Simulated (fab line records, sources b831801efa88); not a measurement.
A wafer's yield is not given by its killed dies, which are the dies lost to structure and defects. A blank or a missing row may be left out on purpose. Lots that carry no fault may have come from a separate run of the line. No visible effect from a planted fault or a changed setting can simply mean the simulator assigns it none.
fab line records ; flow sky130 ; part 1 of 2: steps 1 to 26 of 36
record: lots: 5; wafers: 15; last_day: 50
route steps=708 shown VT_ADJUST_HVTR@138 VT_ADJUST_PCH@143 SONOS_TUNNEL@154 SONOS_ONO@168
lots with no fault: from the same line, run without faults
start_h: hours from the record's opening day to when the first of the lot's shown wafers began ; wait_h: hours elapsed since this lot's preceding step ; " the same as in the row above ; L1.1+2: a row that stands for several wafers ; - value missing, or start not given ; * or withheld: withheld ; < > ~ a bound
route shown NAME@n: a module of which the file shows steps, and the number in the route of the first ; usual: the fault-free wafers' mean and standard deviation ; same: alike in all rows ; chamber/n: place in a boat ; sites: readings site by site ; _std_site: the values' standard deviation ; _edge_site: outer sites' mean less inner sites' ; radius_mm: how far each site lies from the wafer's centre ; mask NAME#n: copy n ; behind: the last tool/chamber to shape the wafer ; hold: cause of the lot's hold/its duration in hours/its outcome ; device: which transistor (n, p or np) failed to switch ; end of line: tests run on the same wafers once the route is complete ; a step given without rows: its recipe and nothing more ; killed: the dies lost at the first sort to structure and to defects; this is not the yield of the wafer ; map: shows each die of a wafer: x if killed, . if not, _ if none is there
set.NAME: the run value of the setting; set.NAME@STEP: its run value at that earlier step ; model.NAME: the simulator's own value behind a step, which no gauge read
lots seen at some steps along the route; tables by step, rows by wafer
services: the hour from which a tool's chamber was out of use, counted from the record's first day as start_h (under 0 if before that day), plus the number of hours and why
== steps ==
step: SKY_VT_ADJUST_HVTR_CD_MEAS_07
recipe: target_cd_nm: 380
usual: cd_nm: 379.5/2.3
lot.wafer;tool;chamber;start_h;wait_h;cd_nm
L077.2;cd_sem-01;-;229.27;0.1;379.1
L077.3;cd_sem-01;-;229.27;0.1;381.0
L077.6;cd_sem-01;-;229.27;0.1;380.1
L087.2;cd_sem-02;-;302.02;0.1;376.0
L087.3;cd_sem-02;-;302.02;0.1;379.4
L087.6;cd_sem-02;-;302.02;0.1;376.9
L088.1;cd_sem-02;-;309.10;0.1;381.1
L088.3;cd_sem-02;-;309.10;0.1;378.9
L088.5;cd_sem-02;-;309.10;0.1;378.3
L090.2;cd_sem-02;-;322.97;0.1;377.8
L090.4;cd_sem-02;-;322.97;0.1;378.7
L090.5;cd_sem-02;-;322.97;0.1;377.9
L096.1;cd_sem-02;-;364.45;0.1;379.5
L096.5;cd_sem-02;-;364.45;0.1;379.3
L096.6;cd_sem-02;-;364.45;0.1;378.3
step: SKY_VT_ADJUST_HVTR_OVL_MEAS_08
usual: VT_ADJUST_HVTR_OVL: 0.2/1.3
lot.wafer;tool;chamber;start_h;wait_h;VT_ADJUST_HVTR_OVL[nm]
L077.2;overlay-01;-;229.37;0.1;2.2
L077.3;overlay-01;-;229.37;0.1;2.0
L077.6;overlay-01;-;229.37;0.1;2.7
L087.2;overlay-01;-;302.13;0.1;-0.9
L087.3;overlay-01;-;302.13;0.1;2.5
L087.6;overlay-01;-;302.13;0.1;0.4
L088.1;overlay-01;-;309.22;0.1;0.3
L088.3;overlay-01;-;309.22;0.1;1.2
L088.5;overlay-01;-;309.22;0.1;-0.1
L090.2;overlay-01;-;323.08;0.1;0.9
L090.4;overlay-01;-;323.08;0.1;0.9
L090.5;overlay-01;-;323.08;0.1;0.1
L096.1;overlay-01;-;364.57;0.1;0.1
L096.5;overlay-01;-;364.57;0.1;-1.2
L096.6;overlay-01;-;364.57;0.1;0.0
step: SKY_VT_ADJUST_HVTR_IMPLANT_09
recipe: species: B; energy_kev: 10; dose_cm2: 2.1e+12; tilt_deg: withheld
lot.wafer;tool;chamber;start_h;wait_h
L077.2+3+6;implanter-04;0;229.43;0.0
L087.2+3+6;implanter-04;0;302.18;0.0
L088.1+3+5;implanter-03;0;309.25;0.0
L090.2+4+5;implanter-03;0;323.13;0.0
L096.1+5+6;implanter-02;0;364.61;0.0
step: SKY_VT_ADJUST_HVTR_STRIP_10
recipe: chemistry: O2/N2; power_w: 1400; pressure_mtorr: 1500; platen_temp_c: withheld; o2_flow_sccm: 3000; n2_flow_sccm: 300; overash_fraction: 0.5
usual: drypump_motor_current_A: 5.7/0.32; oes_product_au: 0.716/0.0045; strip_time_to_endpoint_s: 14.20/0.04
lot.wafer;tool;chamber;start_h;wait_h;drypump_motor_current_A;oes_product_au;rf_hours_counter_h;strip_time_to_endpoint_s
L077.2;plasma_asher-02;1;229.55;0.1;5.7;0.717;38;14.22
L077.3;plasma_asher-02;0;229.55;0.1;6.0;0.717;-;14.23
L077.6;plasma_asher-02;1;229.55;0.1;5.7;0.720;-;14.24
L087.2;plasma_asher-01;0;302.31;0.1;5.9;0.711;17;14.17
L087.3;plasma_asher-01;1;302.31;0.1;5.8;0.719;-;14.20
L087.6;plasma_asher-01;0;302.31;0.1;5.9;0.716;-;14.20
L088.1;plasma_asher-04;1;309.40;0.1;5.0;0.716;64;14.20
L088.3;plasma_asher-04;1;309.40;0.1;5.0;0.713;-;14.24
L088.5;plasma_asher-04;0;309.40;0.1;5.7;0.713;-;14.27
L090.2;plasma_asher-04;1;323.26;0.1;5.0;0.720;65;14.26
L090.4;plasma_asher-04;0;323.26;0.1;5.7;0.723;-;14.25
L090.5;plasma_asher-04;1;323.26;0.1;5.0;0.716;-;14.26
L096.1;plasma_asher-01;0;364.76;0.1;5.9;0.712;23;14.18
L096.5;plasma_asher-01;0;364.76;0.1;5.9;0.718;-;14.20
L096.6;plasma_asher-01;1;364.76;0.1;5.8;0.711;-;14.24
step: SKY_VT_ADJUST_HVTR_TW_MEAS_11
usual: VT_ADJUST_HVTR_TW: 211.5/1.4
lot.wafer;tool;chamber;start_h;wait_h;VT_ADJUST_HVTR_TW
L077.2;film_metro-03;-;229.66;0.1;211.2
L077.3;film_metro-03;-;229.66;0.1;211.5
L077.6;film_metro-03;-;229.66;0.1;210.4
L087.2;film_metro-04;-;302.42;0.1;212.6
L087.3;film_metro-04;-;302.42;0.1;210.2
L087.6;film_metro-04;-;302.42;0.1;212.4
L088.1;film_metro-02;-;309.50;0.1;206.7
L088.3;film_metro-02;-;309.50;0.1;206.2
L088.5;film_metro-02;-;309.50;0.1;205.6
L090.2;film_metro-04;-;323.37;0.1;211.2
L090.4;film_metro-04;-;323.37;0.1;209.2
L090.5;film_metro-04;-;323.37;0.1;210.3
L096.1;film_metro-03;-;364.86;0.1;211.2
L096.5;film_metro-03;-;364.86;0.1;211.3
L096.6;film_metro-03;-;364.86;0.1;210.3
step: SKY_VT_ADJUST_PCH_DEHYDRATE_00
recipe: temp_c: 200; time_s: 60
usual: resist_line_temp_C: 23.00/0.1
lot.wafer;tool;chamber;start_h;wait_h;resist_line_temp_C
L077.2;litho_track-02;0;240.80;11.1;22.94
L077.3;litho_track-02;0;240.80;11.1;22.89
L077.6;litho_track-02;0;240.80;11.1;22.82
L087.2;litho_track-03;0;314.43;12.0;23.00
L087.3;litho_track-03;0;314.43;12.0;22.84
L087.6;litho_track-03;0;314.43;12.0;23.05
L088.1;litho_track-03;0;321.76;12.2;23.10
L088.3;litho_track-03;0;321.76;12.2;22.96
L088.5;litho_track-03;0;321.76;12.2;23.04
L090.2;litho_track-02;0;336.30;12.9;23.13
L090.4;litho_track-02;0;336.30;12.9;23.15
L090.5;litho_track-02;0;336.30;12.9;23.04
L096.1;litho_track-02;0;379.02;14.2;23.14
L096.5;litho_track-02;0;379.02;14.2;23.13
L096.6;litho_track-02;0;379.02;14.2;22.92
step: SKY_VT_ADJUST_PCH_HMDS_01
recipe: prime_time_s: 60; prime_temp_c: 120
usual: resist_line_temp_C: 23.01/0.11
lot.wafer;tool;chamber;start_h;wait_h;resist_line_temp_C
L077.2;litho_track-02;0;240.95;0.1;22.94
L077.3;litho_track-02;0;240.95;0.1;23.01
L077.6;litho_track-02;0;240.95;0.1;23.00
L087.2;litho_track-03;0;314.58;0.1;22.85
L087.3;litho_track-03;0;314.58;0.1;22.90
L087.6;litho_track-03;0;314.58;0.1;22.85
L088.1;litho_track-03;0;321.91;0.1;23.29
L088.3;litho_track-03;0;321.91;0.1;23.23
L088.5;litho_track-03;0;321.91;0.1;23.20
L090.2;litho_track-02;0;336.45;0.1;22.94
L090.4;litho_track-02;0;336.45;0.1;23.01
L090.5;litho_track-02;0;336.45;0.1;22.85
L096.1;litho_track-02;0;379.17;0.1;23.04
L096.5;litho_track-02;0;379.17;0.1;23.07
L096.6;litho_track-02;0;379.17;0.1;23.08
step: SKY_VT_ADJUST_PCH_COAT_02
recipe: spin_rpm: 2000; resist_thk_nm: 3000
usual: resist_line_temp_C: 22.99/0.1
lot.wafer;tool;chamber;start_h;wait_h;resist_line_temp_C
L077.2;litho_track-02;0;241.10;0.1;22.95
L077.3;litho_track-02;0;241.10;0.1;23.08
L077.6;litho_track-02;0;241.10;0.1;23.09
L087.2;litho_track-03;0;314.73;0.1;23.03
L087.3;litho_track-03;0;314.73;0.1;23.01
L087.6;litho_track-03;0;314.73;0.1;22.94
L088.1;litho_track-03;0;322.06;0.1;22.98
L088.3;litho_track-03;0;322.06;0.1;22.98
L088.5;litho_track-03;0;322.06;0.1;22.78
L090.2;litho_track-02;0;336.60;0.1;22.91
L090.4;litho_track-02;0;336.60;0.1;23.07
L090.5;litho_track-02;0;336.60;0.1;23.09
L096.1;litho_track-02;0;379.32;0.1;23.02
L096.5;litho_track-02;0;379.32;0.1;22.89
L096.6;litho_track-02;0;379.32;0.1;23.02
step: SKY_VT_ADJUST_PCH_SOFTBAKE_03
recipe: temp_c: 110; time_s: withheld
usual: resist_line_temp_C: 22.98/0.11
lot.wafer;tool;chamber;start_h;wait_h;resist_line_temp_C
L077.2;litho_track-02;0;241.26;0.1;22.80
L077.3;litho_track-02;0;241.26;0.1;22.90
L077.6;litho_track-02;0;241.26;0.1;23.06
L087.2;litho_track-03;0;314.89;0.1;23.05
L087.3;litho_track-03;0;314.89;0.1;23.08
L087.6;litho_track-03;0;314.89;0.1;23.05
L088.1;litho_track-03;0;322.21;0.1;23.03
L088.3;litho_track-03;0;322.21;0.1;22.93
L088.5;litho_track-03;0;322.21;0.1;23.00
L090.2;litho_track-02;0;336.76;0.1;22.93
L090.4;litho_track-02;0;336.76;0.1;22.96
L090.5;litho_track-02;0;336.76;0.1;22.92
L096.1;litho_track-02;0;379.47;0.1;23.00
L096.5;litho_track-02;0;379.47;0.1;23.00
L096.6;litho_track-02;0;379.47;0.1;22.97
step: SKY_VT_ADJUST_PCH_EXPOSE_04
recipe: mask_id: NWM; na: 0.6; source_shape: conventional; sigma_outer: 0.6; polarization: unpolarized; target_cd_nm: 840; dose_mj: 255
usual: focus_offset_nm: 0.1/0.53; reticle_temp_C: 23.00/0.11
lot.wafer;tool;chamber;start_h;wait_h;mask;focus_offset_nm;reticle_temp_C
L077.2;iline_stepper-01;0;-;-;NWM#0;0.2;23.22
L077.3;iline_stepper-01;0;-;-;NWM#0;-0.2;22.97
L077.6;iline_stepper-01;0;-;-;NWM#0;0.0;23.20
L087.2;iline_stepper-01;0;-;-;NWM#0;-0.3;22.95
L087.3;iline_stepper-01;0;-;-;NWM#0;0.0;22.95
L087.6;iline_stepper-01;0;-;-;NWM#0;0.5;22.83
L088.1;iline_stepper-02;0;-;-;NWM#0;0.2;23.14
L088.3;iline_stepper-02;0;-;-;NWM#0;-0.4;23.18
L088.5;iline_stepper-02;0;-;-;NWM#0;0.5;23.08
L090.2;iline_stepper-02;0;-;-;NWM#0;-0.7;22.87
L090.4;iline_stepper-02;0;-;-;NWM#0;0.6;22.96
L090.5;iline_stepper-02;0;-;-;NWM#0;0.3;22.93
L096.1;iline_stepper-02;0;-;-;NWM#0;0.3;22.92
L096.5;iline_stepper-02;0;-;-;NWM#0;0.6;22.94
L096.6;iline_stepper-02;0;-;-;NWM#0;-0.3;23.01
step: SKY_VT_ADJUST_PCH_PEB_05
recipe: temp_c: 115; time_s: withheld
usual: resist_line_temp_C: 22.99/0.12
lot.wafer;tool;chamber;start_h;wait_h;resist_line_temp_C
L077.2;litho_track-03;0;-;-;22.86
L077.3;litho_track-03;0;-;-;22.84
L077.6;litho_track-03;0;-;-;22.96
L087.2;litho_track-02;0;-;-;22.90
L087.3;litho_track-02;0;-;-;22.80
L087.6;litho_track-02;0;-;-;23.00
L088.1;litho_track-01;0;-;-;22.90
L088.3;litho_track-01;0;-;-;22.84
L088.5;litho_track-01;0;-;-;22.98
L090.2;litho_track-03;0;-;-;22.83
L090.4;litho_track-03;0;-;-;22.93
L090.5;litho_track-03;0;-;-;22.78
L096.1;litho_track-01;0;-;-;22.91
L096.5;litho_track-01;0;-;-;22.84
L096.6;litho_track-01;0;-;-;22.97
step: SKY_VT_ADJUST_PCH_DEVELOP_06
recipe: wall_angle_deg: 90; developer: TMAH; develop_time_s: 60; dev_temp_c: 23
usual: resist_line_temp_C: 23.01/0.11
lot.wafer;tool;chamber;start_h;wait_h;resist_line_temp_C
L077.2;litho_track-03;0;-;-;23.14
L077.3;litho_track-03;0;-;-;22.94
L077.6;litho_track-03;0;-;-;23.17
L087.2;litho_track-02;0;-;-;23.11
L087.3;litho_track-02;0;-;-;23.11
L087.6;litho_track-02;0;-;-;23.01
L088.1;litho_track-01;0;-;-;22.87
L088.3;litho_track-01;0;-;-;22.99
L088.5;litho_track-01;0;-;-;23.05
L090.2;litho_track-03;0;-;-;23.20
L090.4;litho_track-03;0;-;-;23.17
L090.5;litho_track-03;0;-;-;23.10
L096.1;litho_track-01;0;-;-;22.98
L096.5;litho_track-01;0;-;-;23.07
L096.6;litho_track-01;0;-;-;23.01
step: SKY_VT_ADJUST_PCH_OVL_MEAS_07
usual: VT_ADJUST_PCH_OVL: 1.2/1.5
lot.wafer;tool;chamber;start_h;wait_h;VT_ADJUST_PCH_OVL[nm]
L077.2;overlay-01;-;253.06;-;1.8
L077.3;overlay-01;-;253.06;-;1.5
L077.6;overlay-01;-;253.06;-;3.1
L087.2;overlay-02;-;328.23;-;0.6
L087.3;overlay-02;-;328.23;-;-0.1
L087.6;overlay-02;-;328.23;-;0.9
L088.1;overlay-01;-;335.95;-;3.8
L088.3;overlay-01;-;335.95;-;3.2
L088.5;overlay-01;-;335.95;-;4.5
L090.2;overlay-02;-;350.01;-;2.4
L090.4;overlay-02;-;350.01;-;0.4
L090.5;overlay-02;-;350.01;-;1.0
L096.1;overlay-02;-;394.90;-;-2.1
L096.5;overlay-02;-;394.90;-;0.3
L096.6;overlay-02;-;394.90;-;-0.1
step: SKY_VT_ADJUST_PCH_IMPLANT_08
recipe: species: B; energy_kev: 10; dose_cm2: 5e+11; tilt_deg: withheld
lot.wafer;tool;chamber;start_h;wait_h
L077.2+3+6;implanter-04;0;253.12;0.0
L087.2+3+6;implanter-02;0;328.28;0.0
L088.1+3+5;implanter-02;0;335.99;0.0
L090.2+4+5;implanter-04;0;350.07;0.0
L096.1+5+6;implanter-02;0;394.94;0.0
step: SKY_VT_ADJUST_PCH_STRIP_09
recipe: chemistry: O2/N2; power_w: 1400; pressure_mtorr: 1500; platen_temp_c: withheld; o2_flow_sccm: 3000; n2_flow_sccm: 300; overash_fraction: 0.5
usual: drypump_motor_current_A: 5.87/0.1; oes_product_au: 0.723/0.0048; strip_time_to_endpoint_s: 36.98/0.11
lot.wafer;tool;chamber;start_h;wait_h;drypump_motor_current_A;oes_product_au;rf_hours_counter_h;strip_time_to_endpoint_s
L077.2;plasma_asher-02;0;253.24;0.1;6.02;0.717;40;36.88
L077.3;plasma_asher-02;0;253.24;0.1;6.00;0.732;-;36.96
L077.6;plasma_asher-02;1;253.24;0.1;5.69;0.724;-;36.97
L087.2;plasma_asher-01;0;328.41;0.1;5.88;0.715;19;36.98
L087.3;plasma_asher-01;0;328.41;0.1;5.84;0.721;-;36.85
L087.6;plasma_asher-01;1;328.41;0.1;5.81;0.727;-;36.91
L088.1;plasma_asher-03;1;336.14;0.1;5.88;0.725;65;37.19
L088.3;plasma_asher-03;0;336.14;0.1;5.97;0.715;-;37.14
L088.5;plasma_asher-03;0;336.14;0.1;5.99;0.722;-;37.18
L090.2;plasma_asher-01;1;350.19;0.1;5.81;0.725;22;36.87
L090.4;plasma_asher-01;1;350.19;0.1;5.82;0.717;-;36.88
L090.5;plasma_asher-01;1;350.19;0.1;5.82;0.725;-;36.98
L096.1;plasma_asher-01;1;395.09;0.1;5.78;0.726;26;36.77
L096.5;plasma_asher-01;0;395.09;0.1;5.88;0.729;-;36.69
L096.6;plasma_asher-01;1;395.09;0.1;5.78;0.723;-;36.75
step: SKY_VT_ADJUST_PCH_TW_MEAS_10
usual: VT_ADJUST_PCH_TW: 143.2/0.65
lot.wafer;tool;chamber;start_h;wait_h;VT_ADJUST_PCH_TW
L077.2;film_metro-03;-;253.35;0.1;143.3
L077.3;film_metro-03;-;253.35;0.1;144.0
L077.6;film_metro-03;-;253.35;0.1;143.4
L087.2;film_metro-03;-;328.52;0.1;143.0
L087.3;film_metro-03;-;328.52;0.1;143.2
L087.6;film_metro-03;-;328.52;0.1;142.6
L088.1;film_metro-04;-;336.24;0.1;143.3
L088.3;film_metro-04;-;336.24;0.1;142.5
L088.5;film_metro-04;-;336.24;0.1;142.0
L090.2;film_metro-01;-;350.30;0.1;143.5
L090.4;film_metro-01;-;350.30;0.1;143.4
L090.5;film_metro-01;-;350.30;0.1;143.4
L096.1;film_metro-03;-;395.19;0.1;143.7
L096.5;film_metro-03;-;395.19;0.1;143.3
L096.6;film_metro-03;-;395.19;0.1;143.6
step: SKY_SONOS_TUNNEL_DEHYDRATE_00
recipe: temp_c: 200; time_s: 60
usual: resist_line_temp_C: 23.00/0.1
lot.wafer;tool;chamber;start_h;wait_h;resist_line_temp_C
L077.2;litho_track-03;0;264.88;11.5;23.04
L077.3;litho_track-03;0;264.88;11.5;23.07
L077.6;litho_track-03;0;264.88;11.5;23.11
L087.2;litho_track-02;0;341.00;12.5;22.92
L087.3;litho_track-02;0;341.00;12.5;22.95
L087.6;litho_track-02;0;341.00;12.5;23.01
L088.1;litho_track-04;0;349.00;12.8;23.07
L088.3;litho_track-04;0;349.00;12.8;23.06
L088.5;litho_track-04;0;349.00;12.8;23.03
L090.2;litho_track-02;0;363.45;13.1;23.05
L090.4;litho_track-02;0;363.45;13.1;23.04
L090.5;litho_track-02;0;363.45;13.1;22.85
L096.1;litho_track-04;0;408.80;13.6;23.05
L096.5;litho_track-04;0;408.80;13.6;23.04
L096.6;litho_track-04;0;408.80;13.6;22.99
step: SKY_SONOS_TUNNEL_HMDS_01
recipe: prime_time_s: 60; prime_temp_c: 120
usual: resist_line_temp_C: 22.98/0.1
lot.wafer;tool;chamber;start_h;wait_h;resist_line_temp_C
L077.2;litho_track-03;0;265.03;0.1;22.97
L077.3;litho_track-03;0;265.03;0.1;22.96
L077.6;litho_track-03;0;265.03;0.1;22.97
L087.2;litho_track-02;0;341.15;0.1;23.00
L087.3;litho_track-02;0;341.15;0.1;23.05
L087.6;litho_track-02;0;341.15;0.1;23.05
L088.1;litho_track-04;0;349.15;0.1;22.81
L088.3;litho_track-04;0;349.15;0.1;22.99
L088.5;litho_track-04;0;349.15;0.1;22.84
L090.2;litho_track-02;0;363.60;0.1;22.90
L090.4;litho_track-02;0;363.60;0.1;23.04
L090.5;litho_track-02;0;363.60;0.1;22.89
L096.1;litho_track-04;0;408.95;0.1;22.93
L096.5;litho_track-04;0;408.95;0.1;22.91
L096.6;litho_track-04;0;408.95;0.1;23.00
step: SKY_SONOS_TUNNEL_COAT_02
recipe: resist: NOVOLAK; spin_rpm: 3000; resist_thk_nm: 1140
usual: resist_line_temp_C: 23.02/0.099
lot.wafer;tool;chamber;start_h;wait_h;resist_line_temp_C
L077.2;litho_track-03;0;265.18;0.1;22.87
L077.3;litho_track-03;0;265.18;0.1;22.99
L077.6;litho_track-03;0;265.18;0.1;22.90
L087.2;litho_track-02;0;341.30;0.1;22.96
L087.3;litho_track-02;0;341.30;0.1;23.14
L087.6;litho_track-02;0;341.30;0.1;23.01
L088.1;litho_track-04;0;349.30;0.1;22.99
L088.3;litho_track-04;0;349.30;0.1;22.90
L088.5;litho_track-04;0;349.30;0.1;22.99
L090.2;litho_track-02;0;363.75;0.1;23.05
L090.4;litho_track-02;0;363.75;0.1;23.05
L090.5;litho_track-02;0;363.75;0.1;23.14
L096.1;litho_track-04;0;409.10;0.1;23.10
L096.5;litho_track-04;0;409.10;0.1;23.07
L096.6;litho_track-04;0;409.10;0.1;22.97
step: SKY_SONOS_TUNNEL_SOFTBAKE_03
recipe: temp_c: 90; time_s: 60; resist: NOVOLAK
usual: resist_line_temp_C: 23.02/0.11
lot.wafer;tool;chamber;start_h;wait_h;resist_line_temp_C
L077.2;litho_track-03;0;265.33;0.1;22.96
L077.3;litho_track-03;0;265.33;0.1;23.09
L077.6;litho_track-03;0;265.33;0.1;22.95
L087.2;litho_track-02;0;341.45;0.1;22.93
L087.3;litho_track-02;0;341.45;0.1;22.84
L087.6;litho_track-02;0;341.45;0.1;22.88
L088.1;litho_track-04;0;349.45;0.1;22.94
L088.3;litho_track-04;0;349.45;0.1;23.08
L088.5;litho_track-04;0;349.45;0.1;22.94
L090.2;litho_track-02;0;363.90;0.1;23.08
L090.4;litho_track-02;0;363.90;0.1;23.09
L090.5;litho_track-02;0;363.90;0.1;23.00
L096.1;litho_track-04;0;409.25;0.1;23.00
L096.5;litho_track-04;0;409.25;0.1;22.99
L096.6;litho_track-04;0;409.25;0.1;23.11
step: SKY_SONOS_TUNNEL_EXPOSE_04
recipe: mask_id: TUNM; na: 0.6; source_shape: conventional; sigma_outer: 0.6; polarization: unpolarized; target_cd_nm: 410; dose_mj: 136
usual: focus_offset_nm: 0.0/0.47; reticle_temp_C: 23.00/0.12
lot.wafer;tool;chamber;start_h;wait_h;mask;focus_offset_nm;reticle_temp_C
L077.2;iline_stepper-01;0;-;-;TUNM#0;-0.1;22.83
L077.3;iline_stepper-01;0;-;-;TUNM#0;0.0;22.99
L077.6;iline_stepper-01;0;-;-;TUNM#0;0.0;22.89
L087.2;iline_stepper-01;0;-;-;TUNM#0;-0.4;23.06
L087.3;iline_stepper-01;0;-;-;TUNM#0;-0.3;22.99
L087.6;iline_stepper-01;0;-;-;TUNM#0;0.0;23.12
L088.1;iline_stepper-01;0;-;-;TUNM#0;0.7;22.92
L088.3;iline_stepper-01;0;-;-;TUNM#0;0.5;22.94
L088.5;iline_stepper-01;0;-;-;TUNM#0;0.7;22.93
L090.2;iline_stepper-01;0;-;-;TUNM#0;0.3;23.13
L090.4;iline_stepper-01;0;-;-;TUNM#0;0.2;23.12
L090.5;iline_stepper-01;0;-;-;TUNM#0;-0.1;23.03
L096.1;iline_stepper-01;0;-;-;TUNM#0;-0.4;22.95
L096.5;iline_stepper-01;0;-;-;TUNM#0;0.1;23.00
L096.6;iline_stepper-01;0;-;-;TUNM#0;0.4;23.11
step: SKY_SONOS_TUNNEL_PEB_05
recipe: temp_c: withheld; time_s: *; resist: NOVOLAK
usual: resist_line_temp_C: *
lot.wafer;tool;chamber;start_h;wait_h;resist_line_temp_C
L077.2;litho_track-03;0;-;-;*
L077.3;litho_track-03;0;-;-;*
L077.6;litho_track-03;0;-;-;*
L087.2;litho_track-04;0;-;-;*
L087.3;litho_track-04;0;-;-;*
L087.6;litho_track-04;0;-;-;*
L088.1;litho_track-02;0;-;-;*
L088.3;litho_track-02;0;-;-;*
L088.5;litho_track-02;0;-;-;*
L090.2;litho_track-04;0;-;-;*
L090.4;litho_track-04;0;-;-;*
L090.5;litho_track-04;0;-;-;*
L096.1;litho_track-03;0;-;-;*
L096.5;litho_track-03;0;-;-;*
L096.6;litho_track-03;0;-;-;*
step: SKY_SONOS_TUNNEL_DEVELOP_06
recipe: resist: NOVOLAK; developer: TMAH; develop_time_s: 60; dev_temp_c: 23
usual: resist_line_temp_C: 23.02/0.097
lot.wafer;tool;chamber;start_h;wait_h;resist_line_temp_C
L077.2;litho_track-03;0;277.88;0.1;23.06
L077.3;litho_track-03;0;277.88;0.1;22.88
L077.6;litho_track-03;0;277.88;0.1;23.07
L087.2;litho_track-04;0;354.97;0.1;23.03
L087.3;litho_track-04;0;354.97;0.1;23.09
L087.6;litho_track-04;0;354.97;0.1;23.10
L088.1;litho_track-02;0;363.27;0.1;22.98
L088.3;litho_track-02;0;363.27;0.1;22.94
L088.5;litho_track-02;0;363.27;0.1;22.97
L090.2;litho_track-04;0;378.02;0.1;23.21
L090.4;litho_track-04;0;378.02;0.1;22.99
L090.5;litho_track-04;0;378.02;0.1;22.91
L096.1;litho_track-03;0;423.86;0.1;23.18
L096.5;litho_track-03;0;423.86;0.1;23.17
L096.6;litho_track-03;0;423.86;0.1;22.98
step: SKY_SONOS_TUNNEL_CD_MEAS_07
recipe: target_cd_nm: 410
usual: cd_nm: 409.7/2.4
lot.wafer;tool;chamber;start_h;wait_h;cd_nm
L077.2;cd_sem-01;-;278.19;0.3;410.8
L077.3;cd_sem-01;-;278.19;0.3;411.5
L077.6;cd_sem-01;-;278.19;0.3;411.4
L087.2;cd_sem-02;-;355.12;0.1;406.3
L087.3;cd_sem-02;-;355.12;0.1;407.7
L087.6;cd_sem-02;-;355.12;0.1;403.0
L088.1;cd_sem-02;-;363.47;0.2;409.9
L088.3;cd_sem-02;-;363.47;0.2;409.0
L088.5;cd_sem-02;-;363.47;0.2;409.0
L090.2;cd_sem-02;-;378.17;0.1;410.4
L090.4;cd_sem-02;-;378.17;0.1;408.8
L090.5;cd_sem-02;-;378.17;0.1;408.9
L096.1;cd_sem-01;-;424.01;0.1;408.7
L096.5;cd_sem-01;-;424.01;0.1;408.4
L096.6;cd_sem-01;-;424.01;0.1;410.7
step: SKY_SONOS_TUNNEL_OVL_MEAS_08
usual: SONOS_TUNNEL_OVL: -1.2/1.5
lot.wafer;tool;chamber;start_h;wait_h;SONOS_TUNNEL_OVL[nm]
L077.2;overlay-01;-;278.29;0.1;-0.5
L077.3;overlay-01;-;278.29;0.1;2.2
L077.6;overlay-01;-;278.29;0.1;0.8
L087.2;overlay-01;-;355.22;0.1;-1.0
L087.3;overlay-01;-;355.22;0.1;0.0
L087.6;overlay-01;-;355.22;0.1;0.6
L088.1;overlay-02;-;363.59;0.1;-0.5
L088.3;overlay-02;-;363.59;0.1;-0.1
L088.5;overlay-02;-;363.59;0.1;1.1
L090.2;overlay-02;-;378.27;0.1;-0.2
L090.4;overlay-02;-;378.27;0.1;-1.2
L090.5;overlay-02;-;378.27;0.1;-2.1
L096.1;overlay-01;-;424.13;0.1;0.3
L096.5;overlay-01;-;424.13;0.1;-0.5
L096.6;overlay-01;-;424.13;0.1;0.4
step: SKY_SONOS_TUNNEL_IMPLANT_09
recipe: species: B; energy_kev: 20; dose_cm2: 1e+12; tilt_deg: withheld
lot.wafer;tool;chamber;start_h;wait_h
L077.2+3+6;implanter-04;0;278.35;0.0
L087.2+3+6;implanter-03;0;355.28;0.0
L088.1+3+5;implanter-01;0;363.63;0.0
L090.2+4+5;implanter-04;0;378.33;0.0
L096.1+5+6;implanter-04;0;424.16;0.0
